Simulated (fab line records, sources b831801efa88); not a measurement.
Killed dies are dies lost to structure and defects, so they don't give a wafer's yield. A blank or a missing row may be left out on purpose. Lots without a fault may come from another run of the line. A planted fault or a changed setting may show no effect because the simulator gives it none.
A struck lot beside a sound one | flow gf180mcu | 20 steps out of a route of 602
Sound: wafers L210.2, L210.3, L210.6. Struck: wafers L216.1, L216.3, L216.5. The cause comes at the end.
At each step with rows: each side's tool, then ch and its chambers, then its first start. Under that, the readings that differ: sound wafers | struck wafers | difference of the means | sigmas: that difference in standard deviations of wafers without a fault.
alike: readings whose means differ by less than 2 such deviations, and words and numbers that are the same on both sides. not compared: withheld readings, readings that some wafer has no value for, bounds like >300 that may hide the same value, and numbers for which the record gives no deviation and whose values overlap.
The two part at a step that has a row with sigmas, a row that says differs or no value, or rows on one side only. Numbers that don't overlap but have no deviation are shown without sigmas and don't part them. A reading that every wafer of one side lacks parts them only if that side has two wafers or more.

first, 1 step without rows for these wafers: GF_NWELL_DEVELOP_06 (develop time 60 s).
GF_NWELL_OVL_MEAS_07:
  sound on overlay-01, day 3 10:02; struck on overlay-02, day 4 17:17
  alike: NWELL_OVL
then, 2 steps without rows for these wafers: GF_NWELL_IMPLANT_08; GF_NWELL_IMPLANT_09.
GF_NWELL_STRIP_10: strips in O2/N2.
  sound on plasma_asher-02 ch 1, day 3 10:22; struck on plasma_asher-04 ch 0,1, day 4 17:37
  alike: drypump_motor_current_A, heater_power_w, oes_product_au, strip_time_to_endpoint_s
  not compared: rf_hours_counter_h
GF_NWELL_TW_MEAS_11:
  sound on film_metro-03, day 3 10:28; struck on film_metro-04, day 4 17:43
  alike: NWELL_TW
then, 6 steps without rows for these wafers: GF_LVPWELL_DEHYDRATE_00 (time 60 s); GF_LVPWELL_HMDS_01 (prime time 60 s); GF_LVPWELL_COAT_02 (resist thk 3000 nm); GF_LVPWELL_SOFTBAKE_03; GF_LVPWELL_EXPOSE_04 (exposes mask LVPWELL, target cd 600 nm); GF_LVPWELL_PEB_05.
GF_LVPWELL_DEVELOP_06: develop time 60 s.
  sound on litho_track-04 ch 0, day 3 23:00; struck on litho_track-04 ch 0, day 5 08:00
GF_LVPWELL_OVL_MEAS_07:
  sound on overlay-02, day 3 23:46; struck on overlay-02, day 5 08:19
  reading          | sound       | struck | difference                    | sigmas
  LVPWELL_OVL (nm) | 0.8 1.0 0.4 | - - -  | no value on the struck wafers |
then, 2 steps without rows for these wafers: GF_LVPWELL_IMPLANT_08; GF_LVPWELL_IMPLANT_09.
GF_LVPWELL_STRIP_10: strips in O2/N2.
  sound on plasma_asher-02 ch 0, day 4 00:05; struck on plasma_asher-04 ch 0,1, day 5 08:38
  alike: drypump_motor_current_A, heater_power_w, oes_product_au, strip_time_to_endpoint_s
  not compared: rf_hours_counter_h
GF_LVPWELL_TW_MEAS_11:
  sound on film_metro-03, day 4 00:12; struck on film_metro-04, day 5 08:44
  reading    | sound       | struck   | difference | sigmas
  LVPWELL_TW | 561 564 563 | 30 30 30 | -533       | -99 or more
then, 1 step without rows for these wafers: GF_MVSD_DEHYDRATE_00 (time 60 s).
-- the record jumps here: 26 days lie between the struck wafers' starts before and after (it left off in module MVSD and takes up again in module PASSIVATION, whose first step shown is number 602 of the route) --
GF_PASSIVATION_PROBE_99:
  the record has rows for the struck wafers here (prober-01, day 31 00:18) and none for the sound ones

WHERE THEY PART
First at GF_LVPWELL_OVL_MEAS_07; last, within this record, at GF_PASSIVATION_PROBE_99.

WHY: what the simulator had put in
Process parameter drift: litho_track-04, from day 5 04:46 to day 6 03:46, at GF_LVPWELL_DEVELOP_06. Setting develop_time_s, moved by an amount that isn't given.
